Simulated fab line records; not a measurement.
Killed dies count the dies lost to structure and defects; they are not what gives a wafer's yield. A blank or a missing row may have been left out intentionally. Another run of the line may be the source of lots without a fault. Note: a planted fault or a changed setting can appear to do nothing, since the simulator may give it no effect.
2 desks, one fault ; flow gf180mcu ; only its own numbers are on each desk; what lay behind them is given at the end

AT THE TOOL OWNER'S DESK: cvdW-01
The tool's own readings at GF_V3_CVD_23 (deposits W, target thk 350 nm, time 104.9 s): means of the sampled wafers that have a number, for each lot that ran on this tool. If a lot's mean is further than 4 standard deviations from the usual mean, the lot is out of limits and carries the mark OUT (the distance appears in the brackets).
Columns: A = heaterPowerW at GF_V3_CVD_23, usual 812 W
lot;first seen here;A
L649;day 22 19:16;821
L651;day 23 09:26;817
L657;day 25 06:10;819
L658;day 25 13:01;823
L667;day 28 12:37;834
L670;day 29 08:46;822
This desk found nothing out of limits on any of the 6 lots.

THE METROLOGY DESK
What the gauges read for every lot (on any tool): the sampled wafers with a number, averaged. If a lot's mean is further than 4 standard deviations from the usual mean, the lot is out of limits and carries the mark OUT (the distance appears in the brackets).
Columns: A = M3_ALCU_THK at GF_M3_THK_MEAS_06, usual 450 nm; B = V3_W_RS at GF_V3_RS_MEAS_24, usual 0.327 ohm/sq; C = V3_W_THK at GF_V3_THK_MEAS_25, usual 360 nm
lot;first seen here;A;B;C
L649;day 20 17:20;455;0.332;351
L651;day 21 09:40;454;0.331;364
L653;day 22 02:12;450;0.322;372
L654;day 22 02:50;449;0.320;362
L655;day 22 17:23;446;0.328;365
L657;day 23 09:05;456;0.331;363
L658;day 23 15:08;457;0.317;365
L667;day 26 17:46;445;0.327;356
L668;day 26 19:20;456;0.327;360
L669;day 27 03:45;450;0.326;358
L670;day 27 14:38;459;0.323;365
L672;day 27 23:51;455;0.328;358
This desk found nothing out of limits on any of the 12 lots.

PUT TOGETHER
The desk of the tool owner found nothing out of limits.
Metrology desk: nothing out of limits seen.

WHAT HAD BEEN PUT IN BY THE SIMULATOR
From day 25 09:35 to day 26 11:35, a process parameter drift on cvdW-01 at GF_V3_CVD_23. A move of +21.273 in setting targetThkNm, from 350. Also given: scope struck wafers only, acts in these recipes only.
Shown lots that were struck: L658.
